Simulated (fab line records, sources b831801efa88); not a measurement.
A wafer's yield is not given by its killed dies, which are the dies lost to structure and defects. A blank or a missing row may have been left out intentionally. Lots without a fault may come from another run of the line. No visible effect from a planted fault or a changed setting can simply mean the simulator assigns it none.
Which of the tools did it? + flow sky130 + Sampling: 13 lots, 39 wafers, 5 of 708 route steps

WHAT THE GAUGES SHOWED, per wafer
SKY_POLY_CUT_CD_MEAS_08 targets a cd of 270 nm. Usual: 270.3 nm for cd_nm, sd 1.3.
| lot  | measured     | on        | cd_nm (nm)        | flag |
|------|--------------|-----------|-------------------|------|
| L493 | day 24 10:30 | cd_sem-01 | 270.9 269.5 271.4 |      |
| L495 | day 25 02:50 | cd_sem-02 | 270.3 270.8 269.4 |      |
| L496 | day 25 11:02 | cd_sem-01 | 271.3 270.4 270.4 |      |
| L506 | day 29 23:54 | cd_sem-02 | 268.5 268.7 268.7 |      |
| L505 | day 29 23:56 | cd_sem-01 | 268.7 268.8 269.4 |      |
| L507 | day 30 03:05 | cd_sem-02 | 271.7 271.1 272.8 |      |
| L509 | day 30 15:56 | cd_sem-02 | 271.7 273.6 270.9 |      |
| L510 | day 30 18:08 | cd_sem-02 | 268.5 268.6 270.0 |      |
| L511 | day 31 02:44 | cd_sem-02 | 268.4 267.8 269.6 |      |
| L512 | day 31 05:00 | cd_sem-01 | 272.0 270.8 269.6 |      |
| L513 | day 31 08:04 | cd_sem-01 | 270.0 270.8 270.7 |      |
| L514 | day 31 18:56 | cd_sem-02 | 270.4 269.1 269.3 |      |
| L515 | day 32 02:08 | cd_sem-02 | 267.2 268.7 269.9 |      |

SKY_SD_P_CD_MEAS_07 targets a cd of 380 nm. Usual: 379.2 nm for cd_nm, sd 3.
| lot  | measured     | on        | cd_nm (nm)        | flag |
|------|--------------|-----------|-------------------|------|
| L493 | day 25 16:33 | cd_sem-02 | 381.2 382.2 380.7 |      |
| L495 | day 26 07:24 | cd_sem-01 | 380.2 378.5 380.3 |      |
| L496 | day 26 16:56 | cd_sem-02 | 403.2 403.0 401.0 | OFF  |
| L506 | day 31 03:52 | cd_sem-02 | 380.5 379.8 379.8 |      |
| L505 | day 31 04:11 | cd_sem-02 | 380.8 382.2 378.6 |      |
| L507 | day 31 06:48 | cd_sem-02 | 379.9 380.2 377.8 |      |
| L509 | day 31 19:50 | cd_sem-01 | 381.5 381.7 382.1 |      |
| L510 | day 31 22:14 | cd_sem-02 | 378.8 379.0 379.0 |      |
| L511 | day 32 06:41 | cd_sem-01 | 378.7 379.2 379.1 |      |
| L512 | day 32 08:15 | cd_sem-01 | 377.2 375.1 376.4 |      |
| L513 | day 32 11:40 | cd_sem-01 | 374.5 375.9 373.6 |      |
| L514 | day 32 22:27 | cd_sem-02 | 377.4 377.7 377.0 |      |
| L515 | day 33 05:32 | cd_sem-01 | 376.7 373.8 373.8 |      |

SKY_SD_N_TW_MEAS_12. Usual: SD_N_TW typically reads 3976, with standard deviation 34.
| lot  | measured     | on            | SD_N_TW        | flag |
|------|--------------|---------------|----------------|------|
| L493 | day 28 03:12 | film_metro-02 | 3964 3983 3981 |      |
| L495 | day 28 17:41 | film_metro-04 | 4030 4018 4003 |      |
| L496 | day 29 03:28 | film_metro-02 | 3988 4002 4006 |      |
| L506 | day 33 11:48 | film_metro-04 | 4022 4047 4019 |      |
| L505 | day 33 12:07 | film_metro-02 | 3920 3936 3925 |      |
| L507 | day 33 13:56 | film_metro-01 | 3946 3943 3934 |      |
| L509 | day 34 03:33 | film_metro-04 | 4020 3993 4017 |      |
| L510 | day 34 05:09 | film_metro-01 | 3939 3904 3927 |      |
| L511 | day 34 12:48 | film_metro-04 | 4031 4009 3995 |      |
| L512 | day 34 14:32 | film_metro-02 | 3969 3963 3959 |      |
| L513 | day 34 18:10 | film_metro-02 | 3948 3954 3943 |      |
| L514 | day 35 04:27 | film_metro-01 | 3982 3986 3978 |      |
| L515 | day 35 11:34 | film_metro-01 | 3994 3966 3956 |      |

TOOL THAT RAN EACH LOT (tool first, then ch and the chambers of the sampled wafers, then the start)
| lot  | SKY_POLY_CUT_ETCH_11               | SKY_SD_P_EXPOSE_04                  |
|------|------------------------------------|-------------------------------------|
| L493 | rie_diel-04 ch 0,3, day 24 10:40   | iline_stepper-01 ch 0, day 25 01:52 |
| L495 | rie_diel-03 ch 0,2, day 25 03:02   | iline_stepper-01 ch 0, day 25 17:35 |
| L496 | rie_diel-04 ch 2,3, day 25 11:13   | iline_stepper-02 ch 0, day 26 02:52 |
| L506 | rie_diel-04 ch 1,2, day 30 00:04   | iline_stepper-02 ch 0, day 30 13:49 |
| L505 | rie_diel-02 ch 1,2,3, day 30 00:05 | iline_stepper-02 ch 0, day 30 14:10 |
| L507 | rie_diel-04 ch 0,2, day 30 03:16   | iline_stepper-01 ch 0, day 30 17:25 |
| L509 | rie_diel-04 ch 0,1,2, day 30 16:07 | iline_stepper-01 ch 0, day 31 06:16 |
| L510 | rie_diel-04 ch 0,2, day 30 18:20   | iline_stepper-01 ch 0, day 31 08:20 |
| L511 | rie_diel-03 ch 0,1,3, day 31 02:56 | iline_stepper-02 ch 0, day 31 17:02 |
| L512 | rie_diel-03 ch 0,1, day 31 05:08   | iline_stepper-01 ch 0, day 31 19:04 |
| L513 | rie_diel-02 ch 0,3, day 31 08:14   | iline_stepper-02 ch 0, day 31 22:20 |
| L514 | rie_diel-02 ch 1,2, day 31 19:07   | iline_stepper-02 ch 0, day 32 08:47 |
| L515 | rie_diel-03 ch 0,1,3, day 32 02:17 | iline_stepper-01 ch 0, day 32 16:04 |
- SKY_POLY_CUT_ETCH_11: etches Si3N4 in CF4/CH2F2/Ar, stops on poly-Si, time 42.5 s, target depth 60 nm.
- SKY_SD_P_EXPOSE_04: exposes mask PSDM, target cd 380 nm.

AS READ BY THE TOOLS THEMSELVES (means over the sampled wafers that have a number; for cases with no such wafer, the mark the record gives instead)
SKY_POLY_CUT_ETCH_11. Usual: drypump_motor_current_A 5.7 A, standard deviation 0.44; oes_product_au 0.831 a.u., standard deviation 0.0069; throttle_valve_pct 14.994 %, standard deviation 0.0096.
| lot  | tool        | drypump_motor_current_A (A) | oes_product_au (a.u.) | throttle_valve_pct (%) | flag |
|------|-------------|-----------------------------|-----------------------|------------------------|------|
| L493 | rie_diel-04 | 6.3                         | 0.821                 | 14.994                 |      |
| L495 | rie_diel-03 | 5.6                         | 0.836                 | 14.992                 |      |
| L496 | rie_diel-04 | 5.5                         | 0.829                 | 14.994                 |      |
| L506 | rie_diel-04 | 5.0                         | 0.829                 | 14.989                 |      |
| L505 | rie_diel-02 | 5.6                         | 0.827                 | 14.999                 |      |
| L507 | rie_diel-04 | 5.5                         | 0.827                 | 15.003                 |      |
| L509 | rie_diel-04 | 5.6                         | 0.835                 | 15.006                 |      |
| L510 | rie_diel-04 | 6.0                         | 0.832                 | 14.999                 |      |
| L511 | rie_diel-03 | 5.8                         | 0.829                 | 14.989                 |      |
| L512 | rie_diel-03 | 5.9                         | 0.839                 | 14.998                 |      |
| L513 | rie_diel-02 | 5.8                         | 0.833                 | 14.996                 |      |
| L514 | rie_diel-02 | 5.9                         | 0.820                 | 15.003                 |      |
| L515 | rie_diel-03 | 5.8                         | 0.832                 | 14.994                 |      |

THE ANSWER, worked out from the rows above alone
Rule: a lot is off if the mean of its wafers that have a number lies more than 3 standard deviations from the usual mean. Also off: a lot with no number at a reading for which 4 or more lots have one. All remaining lots with rows at the step are treated as sound. Order of review: gauges by route order, followed by the tools' own readings, for which a lot's mean as printed above is used. At the first step where some lot is off, the reading lying furthest off is the one used; lots without a number count as furthest.
Off, at SKY_SD_P_CD_MEAS_07 on cd_nm: L496.
A tool fits if, at a process step before that reading, it ran every lot that is off, and no sound lot after the first of them. Gauges at SKY_SD_P_CD_MEAS_07: tried the same way as those tools. None of those tried fits.

WHAT HAD BEEN PUT IN BY THE SIMULATOR
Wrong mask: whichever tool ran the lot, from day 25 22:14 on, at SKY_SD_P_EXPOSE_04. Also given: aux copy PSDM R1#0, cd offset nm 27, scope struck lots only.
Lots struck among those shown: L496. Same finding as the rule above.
